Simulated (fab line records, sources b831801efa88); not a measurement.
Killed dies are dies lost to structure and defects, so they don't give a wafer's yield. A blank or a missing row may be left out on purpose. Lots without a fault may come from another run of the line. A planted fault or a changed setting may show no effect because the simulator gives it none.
Which tool did it? | flow sky130 | 13 lots, 39 wafers sampled, at 5 steps of a route of 708

WHAT THE GAUGES READ, wafer by wafer
SKY_SD_P_CD_MEAS_07: target cd 380 nm.
lot  | measured     | on        | cd_nm (nm)
L465 | day 25 14:45 | cd_sem-02 | 382.0 382.2 380.8
L467 | day 26 13:39 | cd_sem-01 | 379.2 379.6 379.9
L468 | day 26 18:46 | cd_sem-01 | 386.2 384.5 383.6
L469 | day 27 10:16 | cd_sem-01 | 376.8 376.2 377.7
L471 | day 28 03:10 | cd_sem-02 | 380.8 381.5 383.0
L473 | day 28 17:13 | cd_sem-02 | 383.3 383.7 384.1
L472 | day 28 22:44 | cd_sem-02 | 379.3 381.9 381.2
L480 | day 31 03:08 | cd_sem-01 | 380.0 380.7 382.1
L481 | day 31 07:40 | cd_sem-02 | 376.4 378.2 380.5
L482 | day 31 18:37 | cd_sem-02 | 382.7 379.4 382.8
L483 | day 32 04:46 | cd_sem-02 | 379.4 379.8 378.5
L484 | day 32 07:40 | cd_sem-01 | 376.5 376.0 377.8
L486 | day 33 17:38 | cd_sem-02 | 380.1 379.7 378.9

SKY_SD_P_TW_MEAS_11.
lot  | measured     | on            | SD_P_TW
L465 | day 25 15:09 | film_metro-04 | 2842 2859 2852
L467 | day 26 14:02 | film_metro-01 | 2852 2837 2837
L468 | day 26 19:10 | film_metro-04 | 2863 2872 2879
L469 | day 27 10:41 | film_metro-04 | 2849 2848 2855
L471 | day 28 03:34 | film_metro-04 | 2830 2840 2835
L473 | day 28 17:37 | film_metro-03 | 2859 2878 2855
L472 | day 28 23:08 | film_metro-04 | 2853 2851 2844
L480 | day 31 03:32 | film_metro-01 | 2851 2858 2849
L481 | day 31 08:04 | film_metro-03 | 2868 2840 2869
L482 | day 31 19:07 | film_metro-03 | 2859 2863 2865
L483 | day 32 05:10 | film_metro-01 | 2868 2870 2865
L484 | day 32 08:04 | film_metro-04 | 2843 2837 2839
L486 | day 33 18:02 | film_metro-03 | 2875 2874 2873

SKY_RES_XHIGH_TW_MEAS_09.
lot  | measured     | on            | RES_XHIGH_TW
L465 | day 26 20:23 | film_metro-04 | 1649 1652 1640
L467 | day 27 19:14 | film_metro-03 | 1670 1672 1681
L468 | day 27 23:34 | film_metro-01 | 1660 1656 1653
L469 | day 28 14:52 | film_metro-03 | 1660 1652 1658
L471 | day 29 07:55 | film_metro-01 | 1671 1673 1674
L473 | day 29 21:37 | film_metro-04 | 30 30 30
L472 | day 30 04:05 | film_metro-04 | 1652 1634 1638
L480 | day 32 06:25 | film_metro-01 | 1662 1673 1675
L481 | day 32 12:28 | film_metro-04 | 1646 1655 1650
L482 | day 32 23:37 | film_metro-04 | 1652 1652 1648
L483 | day 33 08:34 | film_metro-03 | 1666 1666 1661
L484 | day 33 11:40 | film_metro-01 | 1667 1657 1669
L486 | day 34 20:43 | film_metro-04 | 1642 1640 1659

WHICH TOOL RAN EACH LOT (tool, then ch and the chambers of the sampled wafers, then the start)
lot  | SKY_POLY_CUT_ETCH_11               | SKY_RES_XHIGH_EXPOSE_04
L465 | rie_diel-01 ch 1,2,3, day 24 09:47 | iline_stepper-02 ch 0, day 26 06:28
L467 | rie_diel-03 ch 1,3, day 25 08:35   | iline_stepper-02 ch 0, day 27 04:44
L468 | rie_diel-04 ch 1,2,3, day 25 13:01 | iline_stepper-01 ch 0, day 27 09:50
L469 | rie_diel-03 ch 0,2,3, day 26 05:49 | iline_stepper-02 ch 0, day 28 00:42
L471 | rie_diel-04 ch 0,1,3, day 26 23:03 | iline_stepper-01 ch 0, day 28 18:43
L473 | rie_diel-04 ch 0,1,3, day 27 12:58 | iline_stepper-02 ch 0, day 29 07:02
L472 | rie_diel-03 ch 1,2,3, day 27 18:37 | iline_stepper-02 ch 0, day 29 13:02
L480 | rie_diel-01 ch 2,3, day 29 22:52   | iline_stepper-02 ch 0, day 31 17:13
L481 | rie_diel-01 ch 1,2, day 30 03:59   | iline_stepper-02 ch 0, day 31 21:19
L482 | rie_diel-01 ch 1,3, day 30 14:40   | iline_stepper-02 ch 0, day 32 09:22
L483 | rie_diel-04 ch 0,1,3, day 31 00:40 | iline_stepper-02 ch 0, day 32 19:25
L484 | rie_diel-01 ch 0,1,2, day 31 04:07 | iline_stepper-02 ch 0, day 32 22:37
L486 | rie_diel-01 ch 0,2,3, day 32 15:07 | iline_stepper-02 ch 0, day 34 07:00
- SKY_POLY_CUT_ETCH_11: etches Si3N4 in CF4/CH2F2/Ar, stops on poly-Si, time 42.5 s, target depth 60 nm.
- SKY_RES_XHIGH_EXPOSE_04: exposes mask URPM, target cd 1270 nm.

WHAT THE TOOLS THEMSELVES READ (means of the sampled wafers that have a number; where no wafer has one, the mark that the record gives instead)
SKY_POLY_CUT_ETCH_11.
lot  | tool        | ch2f2_flow_sccm (sccm) | drypump_motor_current_A (A) | oes_product_au (a.u.) | throttle_valve_pct (%)
L465 | rie_diel-01 | 20.03                  | 5.9                         | 0.827                 | 14.997
L467 | rie_diel-03 | 20.06                  | 6.2                         | 0.832                 | 15.000
L468 | rie_diel-04 | 19.98                  | 5.9                         | 0.829                 | 14.993
L469 | rie_diel-03 | 20.06                  | 5.6                         | 0.832                 | 15.000
L471 | rie_diel-04 | 19.97                  | 5.9                         | 0.836                 | 14.996
L473 | rie_diel-04 | 19.98                  | 6.0                         | 0.823                 | 14.990
L472 | rie_diel-03 | 20.02                  | 5.7                         | 0.831                 | 14.997
L480 | rie_diel-01 | 19.98                  | 6.2                         | 0.823                 | 14.990
L481 | rie_diel-01 | 20.03                  | 6.0                         | 0.842                 | 14.995
L482 | rie_diel-01 | 19.98                  | 5.5                         | 0.830                 | 14.995
L483 | rie_diel-04 | 19.99                  | 5.9                         | 0.838                 | 14.996
L484 | rie_diel-01 | 20.04                  | 6.2                         | 0.834                 | 14.994
L486 | rie_diel-01 | 20.04                  | 6.1                         | 0.831                 | 15.006

SKY_RES_XHIGH_EXPOSE_04.
lot  | tool             | reticle_temp_C (C)
L465 | iline_stepper-02 | 22.99
L467 | iline_stepper-02 | 22.93
L468 | iline_stepper-01 | 22.93
L469 | iline_stepper-02 | 22.83
L471 | iline_stepper-01 | 23.20
L473 | iline_stepper-02 | 23.10
L472 | iline_stepper-02 | 23.10
L480 | iline_stepper-02 | 22.90
L481 | iline_stepper-02 | 22.97
L482 | iline_stepper-02 | 22.95
L483 | iline_stepper-02 | 23.20
L484 | iline_stepper-02 | 22.95
L486 | iline_stepper-02 | 23.04

THE ANSWER, worked out from the rows above alone
Rule: what is usual is taken from the lots themselves. Put in order of their means at a reading, lots are off if they are a third of the lots or fewer, leave a main group of 4 or more, and stand apart from it by a gap of 3 or more times the standard deviation of the main group's means; of several such gaps the widest counts. A main group whose means are all the same, to the digits that the tables above print for the reading, isn't used. A lot without any number at a reading at which 4 lots or more have one is off too. The other lots that the step has rows for count as sound. The gauges are gone through in route order, then the tools' own readings, and for those a lot's mean is taken as printed above. The first step at which some lot is off is used, and at that step the reading that is off furthest; a lot without a number counts as furthest.
Off: L473, at SKY_RES_XHIGH_TW_MEAS_09 (RES_XHIGH_TW). The main group: mean 1658, standard deviation 11.
A tool fits if, at a process step before that reading, it ran every lot that is off, and no sound lot after the first of them. The gauges at SKY_RES_XHIGH_TW_MEAS_09 are tried like those tools. None of those tried fits.

WHAT THE SIMULATOR HAD PUT IN
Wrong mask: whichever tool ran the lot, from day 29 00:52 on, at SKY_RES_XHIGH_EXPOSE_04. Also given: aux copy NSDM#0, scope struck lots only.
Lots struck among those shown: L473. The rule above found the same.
